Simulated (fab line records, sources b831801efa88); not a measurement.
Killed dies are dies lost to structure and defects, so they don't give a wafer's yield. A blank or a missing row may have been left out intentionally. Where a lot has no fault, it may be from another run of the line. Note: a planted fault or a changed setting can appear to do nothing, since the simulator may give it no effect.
fab line records	flow sky130	part 1 of 2: steps 1 to 27 of 37
record: lots: 5	wafers: 15	last_day: 49
route steps=708 shown METAL4@626 VIA4@639 METAL5@661
lots untouched by any fault: they come from a run of this same line in which no faults occurred
start_h: the number of hours between the record's first day and the start of the first shown wafer of the lot	wait_h: hours from the lot's prior step to this one	" the same as in the row above	L1.1+2: a row that stands for several wafers	- no value, or no start given	* or withheld: withheld	< > ~ a bound
route shown NAME@n: names a module that has steps shown in the file, with the first one's number in the route	usual: mean/standard deviation of fault-free wafers	same: alike in all rows	chamber/n: place in a boat	sites: readings site by site	_std_site: how widely they spread, as a standard deviation	_edge_site: mean of outer sites minus mean of inner sites	radius_mm: for every site, how far away it sits from the centre of the wafer	mask NAME#n: copy n	behind: the last tool/chamber to shape the wafer	hold: the reason the lot was held/the length of the hold in hours/how it ended	device: names the non-switching transistor (n, p or np)	end of line: the same wafers' tests at the end of the route	a step with no rows: only its recipe	killed: count of dies lost to structure and defects at first sort (not the wafer's yield)	map: shows each die of a wafer: x if killed, . if not, _ if none is there
set.NAME: the setting that was run; set.NAME@STEP: the one run at that earlier step	model.NAME: the simulator's own value behind a step, which no gauge read
certain route steps with their lots: each step a table, each wafer a row
services: from which hour (start_h, from the record's first day; less than 0 if before it) a tool's chamber was out of use, for how many hours, and why
== steps ==
step: SKY_METAL4_EXPOSE_10
recipe: mask_id: MM4	na: 0.68	source_shape: annular	sigma_inner: 0.4	sigma_outer: 0.8	target_cd_nm: 300	dose_mj: 28
same: sigma_inner: 0.4
lot.wafer	tool	chamber	start_h	wait_h	mask
L081.1+2+5	krf_scanner-01	0	-	-	MM4#0
L083.1+3+5	krf_scanner-01	0	-	-	MM4#0
L090.2+4+5	krf_scanner-01	0	-	-	MM4#0
L093.3+5+6	krf_scanner-02	0	-	-	MM4#0
L094.2+3+6	krf_scanner-02	0	-	-	MM4#0
step: SKY_METAL4_PEB_11
recipe: peb_temp_c: withheld	peb_time_s: withheld	resist: KrF-thick
lot.wafer	tool	chamber	start_h	wait_h
L081.1+2+5	litho_track-02	0	-	-
L083.1+3+5	litho_track-02	0	-	-
L090.2+4+5	litho_track-04	0	-	-
L093.3+5+6	litho_track-02	0	-	-
L094.2+3+6	litho_track-02	0	-	-
step: SKY_METAL4_DEVELOP_12
recipe: develop_time_s: 60	resist: KrF-thick	dev_temp_c: 21
lot.wafer	tool	chamber	start_h	wait_h
L081.1+2+5	litho_track-02	0	-	-
L083.1+3+5	litho_track-02	0	-	-
L090.2+4+5	litho_track-04	0	-	-
L093.3+5+6	litho_track-02	0	-	-
L094.2+3+6	litho_track-02	0	-	-
step: SKY_METAL4_CD_MEAS_13
recipe: target_cd_nm: 300
usual: cd_nm: 300.4/1.5
lot.wafer	tool	chamber	start_h	wait_h	cd_nm
L081.1	cd_sem-02	-	1032.97	-	301.3
L081.2	"	-	"	"	301.6
L081.5	"	-	"	"	302.9
L083.1	cd_sem-01	-	1052.37	-	300.6
L083.3	"	-	"	"	302.3
L083.5	"	-	"	"	300.5
L090.2	cd_sem-02	-	1091.40	-	299.2
L090.4	"	-	"	"	300.0
L090.5	"	-	"	"	301.1
L093.3	cd_sem-01	-	1105.46	-	302.3
L093.5	"	-	"	"	302.0
L093.6	"	-	"	"	303.4
L094.2	cd_sem-02	-	1108.84	-	298.9
L094.3	"	-	"	"	298.1
L094.6	"	-	"	"	298.9
step: SKY_METAL4_OVL_MEAS_14
usual: METAL4_OVL: -4/4.1
lot.wafer	tool	chamber	start_h	wait_h	METAL4_OVL[nm]
L081.1	overlay-02	-	1033.09	0.1	-9
L081.2	"	-	"	"	-1
L081.5	"	-	"	"	-3
L083.1	overlay-02	-	1052.49	0.1	-10
L083.3	"	-	"	"	0
L083.5	"	-	"	"	-2
L090.2	overlay-02	-	1091.51	0.1	2
L090.4	"	-	"	"	2
L090.5	"	-	"	"	-1
L093.3	overlay-01	-	1105.55	0.1	-8
L093.5	"	-	"	"	-7
L093.6	"	-	"	"	-6
L094.2	overlay-02	-	1108.94	0.1	2
L094.3	"	-	"	"	-2
L094.6	"	-	"	"	-2
step: SKY_METAL4_DESCUM_15
recipe: chemistry: O2	source_power_w: 150	bias_power_w: 0	pressure_mtorr: 10	temp_c: 40	time_s: 8
usual: drypump_motor_current_A: 5.6/0.49	oes_product_au: 1.000/0.0092
lot.wafer	tool	chamber	start_h	wait_h	drypump_motor_current_A	oes_product_au	rf_hours_counter_h
L081.1	rie_metal-03	1	1033.12	0.0	4.9	1.004	7
L081.2	"	0	"	"	5.5	1.017	10
L081.5	"	0	"	"	5.5	1.008	-
L083.1	rie_metal-03	1	1052.52	0.0	4.9	0.996	9
L083.3	"	1	"	"	4.9	0.989	-
L083.5	"	1	"	"	4.9	1.001	-
L090.2	rie_metal-02	0	1091.54	0.0	5.5	1.009	22
L090.4	"	1	"	"	6.1	0.988	-
L090.5	"	0	"	"	5.5	0.988	-
L093.3	rie_metal-03	1	1105.59	0.0	4.9	1.003	-
L093.5	"	0	"	"	5.5	1.007	-
L093.6	"	1	"	"	4.9	1.000	-
L094.2	rie_metal-02	1	1108.97	0.0	6.2	0.986	22
L094.3	"	1	"	"	6.1	0.988	-
L094.6	"	0	"	"	5.5	0.999	-
step: SKY_METAL4_ETCH_16
recipe: chemistry: N2/H2	target: BARC	ion_energy_ev: 200	bias_w: 100	pressure_mtorr: 30	n2_flow_sccm: 100	h2_flow_sccm: 200	icp_w: 500	stop_on: SiO2	time_s: 88.2	target_depth_a: 600
usual: drypump_motor_current_A: 5.6/0.49	n2_flow_sccm: 100.0/0.31	oes_product_au: 0.627/0.0048	throttle_valve_pct: 13.205/0.0086
lot.wafer	tool	chamber	start_h	wait_h	drypump_motor_current_A	n2_flow_sccm	oes_product_au	rf_hours_counter_h	throttle_valve_pct
L081.1	rie_metal-03	1	1033.16	0.0	4.9	99.9	0.630	8	13.215
L081.2	"	0	"	"	5.6	99.9	0.627	10	13.213
L081.5	"	0	"	"	5.6	99.8	0.630	-	13.207
L083.1	rie_metal-03	1	1052.56	0.0	4.9	100.1	0.627	9	13.205
L083.3	"	1	"	"	4.9	99.9	0.621	-	13.210
L083.5	"	1	"	"	4.9	99.8	0.623	-	13.214
L090.2	rie_metal-02	0	1091.57	0.0	5.6	99.9	0.628	22	13.206
L090.4	"	1	"	"	6.1	99.8	0.635	-	13.211
L090.5	"	0	"	"	5.6	99.4	0.632	-	13.187
L093.3	rie_metal-03	1	1105.64	0.0	4.9	99.7	0.622	-	13.206
L093.5	"	0	"	"	5.6	100.5	0.622	-	13.219
L093.6	"	1	"	"	4.9	99.8	0.626	-	13.207
L094.2	rie_metal-02	1	1109.01	0.0	6.1	100.0	0.623	22	13.199
L094.3	"	1	"	"	6.1	100.1	0.622	-	13.205
L094.6	"	0	"	"	5.6	99.5	0.629	-	13.202
step: SKY_METAL4_ETCH_17
recipe: target: SiO2	stop_on: TiN	chemistry: C4F8/O2/Ar	source_w: 1500	bias_w: 1200	pressure_mtorr: 40	c4f8_flow_sccm: withheld	O2_flow_sccm: 6	Ar_flow_sccm: 300	time_s: 3.9	target_depth_a: 150
usual: oes_product_au: 0.755/0.0071
lot.wafer	tool	chamber	start_h	wait_h	oes_product_au	rf_hours_counter_h
L081.1	rie_diel-04	0	1033.25	0.1	0.740	7
L081.2	"	3	"	"	0.750	15
L081.5	"	0	"	"	0.739	-
L083.1	rie_diel-01	0	1052.65	0.1	0.766	20
L083.3	"	2	"	"	0.762	7
L083.5	"	1	"	"	0.774	-
L090.2	rie_diel-03	3	1091.67	0.1	0.747	8
L090.4	"	0	"	"	0.746	-
L090.5	"	1	"	"	0.768	-
L093.3	rie_diel-01	1	1105.70	0.0	0.747	9
L093.5	"	1	"	"	0.755	-
L093.6	"	2	"	"	0.759	-
L094.2	rie_diel-03	3	1109.10	0.1	0.746	9
L094.3	"	0	"	"	0.758	14
L094.6	"	3	"	"	0.752	-
step: SKY_METAL4_METAL_ETCH_18
recipe: target_depth_a: 8450	stop_on: SiO2	over_etch_frac: 0.3	time_s: 183.1	chemistry: Cl2/BCl3	resist_sidewall_deg: 88	pressure_mtorr: 10	icp_w: 916.6	bias_w: 48.5	Cl2_flow_sccm: 60	bcl3_flow_sccm: 30
usual: drypump_motor_current_A: 5.6/0.47	oes_product_au: 0.867/0.0062	throttle_valve_pct: 22.264/0.0095
lot.wafer	tool	chamber	start_h	wait_h	drypump_motor_current_A	oes_product_au	rf_hours_counter_h	throttle_valve_pct
L081.1	rie_metal-02	1	1033.27	0.0	6.1	0.868	17	22.251
L081.2	"	0	"	"	5.6	0.864	17	22.259
L081.5	"	1	"	"	6.2	0.852	-	22.269
L083.1	rie_metal-02	0	1052.67	0.0	5.5	0.858	18	22.258
L083.3	"	1	"	"	6.1	0.857	-	22.269
L083.5	"	0	"	"	5.6	0.863	-	22.267
L090.2	rie_metal-01	1	1091.69	0.0	6.3	0.870	1	22.262
L090.4	"	0	"	"	5.6	0.869	-	22.260
L090.5	"	1	"	"	6.4	0.868	-	22.251
L093.3	rie_metal-01	0	1105.78	0.1	5.6	0.865	-	22.254
L093.5	"	0	"	"	5.6	0.870	-	22.261
L093.6	"	1	"	"	6.3	0.876	-	22.278
L094.2	rie_metal-03	0	1109.12	0.0	5.6	0.871	15	22.263
L094.3	"	1	"	"	4.9	0.866	-	22.251
L094.6	"	0	"	"	5.6	0.871	-	22.252
step: SKY_METAL4_STRIP_19
recipe: chemistry: O2/N2	power_w: 1400	pressure_mtorr: 1500	platen_temp_c: withheld	o2_flow_sccm: 3000	n2_flow_sccm: 300	overash_fraction: 0.5
usual: drypump_motor_current_A: 5.7/0.55	n2_flow_sccm: 299.8/0.99	oes_product_au: 0.500/0.0054	strip_time_to_endpoint_s: 6.46/0.079
lot.wafer	tool	chamber	start_h	wait_h	drypump_motor_current_A	n2_flow_sccm	oes_product_au	rf_hours_counter_h	strip_time_to_endpoint_s
L081.1	plasma_asher-03	1	1033.45	0.1	5.3	300.3	0.503	93	6.61
L081.2	"	0	"	"	6.2	299.1	0.497	93	6.42
L081.5	"	1	"	"	5.3	298.7	0.506	-	6.67
L083.1	plasma_asher-02	0	1052.85	0.1	5.4	299.4	0.499	122	6.46
L083.3	"	0	"	"	5.5	299.4	0.505	-	6.58
L083.5	"	1	"	"	4.7	299.5	0.496	-	6.43
L090.2	plasma_asher-03	0	1091.87	0.1	6.2	299.3	0.497	99	6.53
L090.4	"	1	"	"	5.3	300.4	0.504	-	6.56
L090.5	"	0	"	"	6.2	300.4	0.496	-	6.49
L093.3	plasma_asher-01	0	1105.93	0.1	6.3	299.0	0.497	-	6.40
L093.5	"	1	"	"	6.1	300.6	0.501	-	6.39
L093.6	"	0	"	"	6.3	299.1	0.492	-	6.40
L094.2	plasma_asher-03	1	1109.30	0.1	5.3	301.1	0.503	101	6.43
L094.3	"	0	"	"	6.2	299.7	0.501	-	6.43
L094.6	"	1	"	"	5.3	300.9	0.485	-	6.31
step: SKY_METAL4_STRIP_20
recipe: chemistry: post_etch_residue_remover	time_s: 1200	temp_c: 72.5
usual: bath_guard_temp_C: 72.6/0.53
lot.wafer	tool	chamber	start_h	wait_h	bath_guard_temp_C
L081.1	wet_bench-03	3	1033.55	0.1	72.0
L081.2	"	3	"	"	71.7
L081.5	"	3	"	"	71.9
L083.1	wet_bench-03	2	1052.95	0.1	73.7
L083.3	"	2	"	"	73.4
L083.5	"	2	"	"	73.1
L090.2	wet_bench-02	0	1091.97	0.1	72.3
L090.4	"	0	"	"	71.9
L090.5	"	0	"	"	72.2
L093.3	wet_bench-03	1	1106.00	0.0	72.7
L093.5	"	1	"	"	73.0
L093.6	"	1	"	"	72.9
L094.2	wet_bench-03	2	1109.40	0.1	73.3
L094.3	"	2	"	"	73.2
L094.6	"	2	"	"	73.5
step: SKY_METAL4_CLEAN_21
recipe: chemistry: IPA	time_s: 180	temp_c: 25
lot.wafer	tool	chamber	start_h	wait_h
L081.1+2+5	wet_bench-04	2	1033.89	0.0
L083.1+3+5	wet_bench-04	3	1053.32	0.0
L090.2+4+5	wet_bench-04	3	1092.31	0.0
L093.3+5+6	wet_bench-04	3	1106.34	0.0
L094.2+3+6	wet_bench-03	2	1109.74	0.0
step: SKY_METAL4_CLEAN_22
recipe: chemistry: O3/DIW	dry: n2_spin
lot.wafer	tool	chamber	start_h	wait_h
L081.1+2+5	wet_bench-02	1	1033.96	0.0
L083.1+3+5	wet_bench-03	2	1053.38	0.0
L090.2+4+5	wet_bench-02	1	1092.37	0.0
L093.3+5+6	wet_bench-03	2	1106.40	0.0
L094.2+3+6	wet_bench-03	1	1109.80	0.0
step: SKY_VIA4_HDPCVD_00
recipe: material: SiO2	target_thk_nm: 1750	sigma_open_frac: 0.3	time_s: 291.7	temp_c: 400	sih4_flow_sccm: 60	pressure_mtorr: 6
lot.wafer	tool	chamber	start_h	wait_h
L081.1+2+5	hdpcvd-02	0,2,1	1034.05	0.0
L083.1+3+5	hdpcvd-01	0,1,1	1053.48	0.0
L090.2+4+5	hdpcvd-02	1,0,1	1092.46	0.0
L093.3+5+6	hdpcvd-01	2,2,1	1106.49	0.0
L094.2+3+6	hdpcvd-02	2,1,0	1109.89	0.0
step: SKY_VIA4_THK_MEAS_01
recipe: reads: SiO2_of_VIA4_HDPCVD_00
usual: VIA4_HDPCVD_THK: 1729/17
lot.wafer	tool	chamber	start_h	wait_h	VIA4_HDPCVD_THK[nm]
L081.1	film_metro-02	-	1034.23	0.1	1738
L081.2	"	-	"	"	1740
L081.5	"	-	"	"	1743
L083.1	film_metro-02	-	1053.66	0.1	1714
L083.3	"	-	"	"	1727
L083.5	"	-	"	"	1722
L090.2	film_metro-03	-	1092.65	0.1	1729
L090.4	"	-	"	"	1728
L090.5	"	-	"	"	1734
L093.3	film_metro-01	-	1106.69	0.1	1742
L093.5	"	-	"	"	1734
L093.6	"	-	"	"	1747
L094.2	film_metro-01	-	1110.08	0.1	1740
L094.3	"	-	"	"	1772
L094.6	"	-	"	"	1754
step: SKY_VIA4_CMP_02
recipe: material: SiO2	down_force_psi: 4	platen_rpm: 60	pad_velocity_m_s: 0.94248
usual: edge_zone_pressure_frac: 1.001/0.0047	motor_current_A: 12.4/0.86
lot.wafer	tool	chamber	start_h	wait_h	edge_zone_pressure_frac	motor_current_A
L081.2	cmp-01	1	1034.29	0.0	0.989	12.4
L081.1	"	2	"	"	1.011	13.0
L081.5	"	1	"	"	0.994	12.0
L083.1	cmp-02	0	1053.82	0.1	1.000	11.0
L083.3	"	1	"	"	1.001	11.6
L083.5	"	2	"	"	1.005	14.0
L090.2	cmp-01	2	1094.04	1.4	1.002	12.2
L090.4	"	0	"	"	0.998	12.0
L090.5	"	3	"	"	1.000	12.2
L093.3	cmp-02	1	1106.88	0.2	1.000	11.6
L093.5	"	2	"	"	1.004	12.8
L093.6	"	3	"	"	0.994	13.6
L094.3	cmp-02	3	1110.18	0.1	1.014	14.2
L094.2	"	1	"	"	0.996	12.1
L094.6	"	2	"	"	1.001	13.6
step: SKY_VIA4_BOW_MEAS_03
recipe: mode: bow
usual: VIA4_BOW: 81/8.3
lot.wafer	tool	chamber	start_h	wait_h	VIA4_BOW[um]
L081.1	film_metro-03	-	1034.59	0.2	93
L081.2	"	-	"	"	90
L081.5	"	-	"	"	93
L083.1	film_metro-01	-	1054.02	0.1	79
L083.3	"	-	"	"	87
L083.5	"	-	"	"	81
L090.2	film_metro-02	-	1094.36	0.3	87
L090.4	"	-	"	"	81
L090.5	"	-	"	"	82
L093.3	film_metro-01	-	1107.07	0.1	80
L093.5	"	-	"	"	89
L093.6	"	-	"	"	70
L094.2	film_metro-01	-	1110.45	0.1	91
L094.3	"	-	"	"	97
L094.6	"	-	"	"	106
step: SKY_VIA4_DEHYDRATE_04
recipe: temp_c: 200	time_s: 60
usual: heater_power_total_W: 160.36/0.12
lot.wafer	tool	chamber	start_h	wait_h	heater_power_total_W
L081.1	litho_track-03	0	1044.58	10.0	160.50
L081.2	"	0	"	"	160.54
L081.5	"	0	"	"	160.42
L083.1	litho_track-02	0	1064.17	10.1	160.19
L083.3	"	0	"	"	160.30
L083.5	"	0	"	"	160.47
L090.2	litho_track-02	0	1103.59	9.2	160.19
L090.4	"	0	"	"	160.23
L090.5	"	0	"	"	160.48
L093.3	litho_track-01	0	1115.93	8.8	160.33
L093.5	"	0	"	"	160.26
L093.6	"	0	"	"	160.36
L094.2	litho_track-03	0	1118.41	7.9	160.39
L094.3	"	0	"	"	160.33
L094.6	"	0	"	"	160.47
step: SKY_VIA4_HMDS_05
recipe: prime_time_s: 60	prime_temp_c: 120
same: prime_time_s: 60
lot.wafer	tool	chamber	start_h	wait_h
L081.1+2+5	litho_track-03	0	1044.73	0.1
L083.1+3+5	litho_track-02	0	1064.32	0.1
L090.2+4+5	litho_track-02	0	1103.74	0.1
L093.3+5+6	litho_track-01	0	1116.08	0.1
L094.2+3+6	litho_track-03	0	1118.56	0.1
step: SKY_VIA4_COAT_06
recipe: resist: NOVOLAK	spin_rpm: 3000	resist_thk_nm: 1140
lot.wafer	tool	chamber	start_h	wait_h
L081.1+2+5	litho_track-03	0	1044.88	0.1
L083.1+3+5	litho_track-02	0	1064.47	0.1
L090.2+4+5	litho_track-02	0	1103.89	0.1
L093.3+5+6	litho_track-01	0	1116.23	0.1
L094.2+3+6	litho_track-03	0	1118.71	0.1
step: SKY_VIA4_SOFTBAKE_07
recipe: temp_c: 90	time_s: 57.09	resist: NOVOLAK
usual: heater_power_total_W: 57.54/0.05
lot.wafer	tool	chamber	start_h	wait_h	heater_power_total_W
L081.1	litho_track-03	0	1045.03	0.1	57.63
L081.2	"	0	"	"	57.62
L081.5	"	0	"	"	57.56
L083.1	litho_track-02	0	1064.62	0.1	57.54
L083.3	"	0	"	"	57.58
L083.5	"	0	"	"	57.46
L090.2	litho_track-02	0	1104.04	0.1	57.55
L090.4	"	0	"	"	57.52
L090.5	"	0	"	"	57.53
L093.3	litho_track-01	0	1116.38	0.1	57.46
L093.5	"	0	"	"	57.52
L093.6	"	0	"	"	57.53
L094.2	litho_track-03	0	1118.86	0.1	57.52
L094.3	"	0	"	"	57.50
L094.6	"	0	"	"	57.48
step: SKY_VIA4_EXPOSE_08
recipe: mask_id: VIM4	na: 0.6	source_shape: conventional	sigma_outer: 0.6	polarization: unpolarized	target_cd_nm: 800	dose_mj: 132
lot.wafer	tool	chamber	start_h	wait_h	mask
L081.1+2+5	iline_stepper-02	0	-	-	VIM4#0
L083.1+3+5	iline_stepper-02	0	-	-	VIM4#0
L090.2+4+5	iline_stepper-01	0	-	-	VIM4#0
L093.3+5+6	iline_stepper-01	0	-	-	VIM4#0
L094.2+3+6	iline_stepper-01	0	-	-	VIM4#0
step: SKY_VIA4_PEB_09
recipe: temp_c: withheld	time_s: *	resist: NOVOLAK
lot.wafer	tool	chamber	start_h	wait_h
L081.1+2+5	litho_track-02	0	-	-
L083.1+3+5	litho_track-03	0	-	-
L090.2+4+5	litho_track-02	0	-	-
L093.3+5+6	litho_track-03	0	-	-
L094.2+3+6	litho_track-02	0	-	-
step: SKY_VIA4_DEVELOP_10
recipe: resist: NOVOLAK	developer: TMAH	develop_time_s: 60	dev_temp_c: 23
lot.wafer	tool	chamber	start_h	wait_h
L081.1+2+5	litho_track-02	0	1056.42	0.1
L083.1+3+5	litho_track-03	0	1074.33	0.1
L090.2+4+5	litho_track-02	0	1113.69	0.1
L093.3+5+6	litho_track-03	0	1126.48	0.1
L094.2+3+6	litho_track-02	0	1129.89	0.1
step: SKY_VIA4_OVL_MEAS_11
usual: VIA4_OVL: -0.3/1.5
lot.wafer	tool	chamber	start_h	wait_h	VIA4_OVL[nm]
L081.1	overlay-01	-	1056.57	0.1	0.0
L081.2	"	-	"	"	0.6
L081.5	"	-	"	"	-0.2
L083.1	overlay-01	-	1074.48	0.1	0.1
L083.3	"	-	"	"	-1.3
L083.5	"	-	"	"	1.5
L090.2	overlay-01	-	1113.82	0.1	0.9
L090.4	"	-	"	"	0.0
L090.5	"	-	"	"	0.7
L093.3	overlay-01	-	1126.59	0.1	1.0
L093.5	"	-	"	"	1.7
L093.6	"	-	"	"	1.7
L094.2	overlay-01	-	1130.03	0.1	0.1
L094.3	"	-	"	"	-1.3
L094.6	"	-	"	"	0.4
step: SKY_VIA4_ETCH_12
recipe: target: SiO2	chemistry: C4F8/O2/Ar	stop_on: TiN	mask_material: NOVOLAK	source_w: 1500	bias_w: 1200	pressure_mtorr: 40	c4f8_flow_sccm: withheld	O2_flow_sccm: 6	Ar_flow_sccm: 300	time_s: withheld	target_depth_a: 5800
usual: oes_product_au: 0.926/0.0045
lot.wafer	tool	chamber	start_h	wait_h	oes_product_au
L081.1	rie_diel-02	2	1056.60	0.0	0.932
L081.2	"	0	"	"	0.923
L081.5	"	1	"	"	0.923
L083.1	rie_diel-01	2	1074.52	0.0	0.937
L083.3	"	0	"	"	0.934
L083.5	"	0	"	"	0.921
L090.2	rie_diel-04	3	1113.85	0.0	0.916
L090.4	"	1	"	"	0.926
L090.5	"	3	"	"	0.926
L093.3	rie_diel-01	1	1126.62	0.0	0.929
L093.5	"	2	"	"	0.933
L093.6	"	1	"	"	0.925
L094.2	rie_diel-02	3	1130.06	0.0	0.924
L094.3	"	1	"	"	0.931
L094.6	"	3	"	"	0.922
step: SKY_VIA4_STRIP_13
recipe: chemistry: O2/N2	power_w: 1400	pressure_mtorr: 1500	platen_temp_c: withheld	o2_flow_sccm: 3000	n2_flow_sccm: 300	overash_fraction: 0.5
usual: drypump_motor_current_A: 5.4/0.45	n2_flow_sccm: 299.9/0.9	oes_product_au: 0.709/0.0048	strip_time_to_endpoint_s: 12.81/0.038
lot.wafer	tool	chamber	start_h	wait_h	drypump_motor_current_A	n2_flow_sccm	oes_product_au	rf_hours_counter_h	strip_time_to_endpoint_s
L081.1	plasma_asher-04	0	1056.68	-	5.4	300.4	0.719	64	12.88
L081.2	"	1	"	"	5.8	301.9	0.704	64	12.86
L081.5	"	1	"	"	5.8	301.2	0.704	-	12.92
L083.1	plasma_asher-03	0	1074.59	-	6.2	299.8	0.704	98	12.81
L083.3	"	0	"	"	6.2	299.2	0.716	-	12.78
L083.5	"	0	"	"	6.2	299.0	0.707	-	12.79
L090.2	plasma_asher-04	0	1113.93	-	5.4	301.3	0.704	71	12.82
L090.4	"	0	"	"	5.5	300.0	0.706	-	12.81
L090.5	"	1	"	"	5.9	300.4	0.721	-	12.82
L093.3	plasma_asher-03	0	1126.72	-	6.2	298.7	0.699	-	12.81
L093.5	"	1	"	"	5.3	297.4	0.709	-	12.78
L093.6	"	0	"	"	6.2	299.6	0.711	-	12.74
L094.2	plasma_asher-04	0	1130.13	-	5.4	299.3	0.707	72	12.81
L094.3	"	0	"	"	5.4	299.5	0.712	-	12.79
L094.6	"	0	"	"	5.4	299.7	0.716	-	12.82
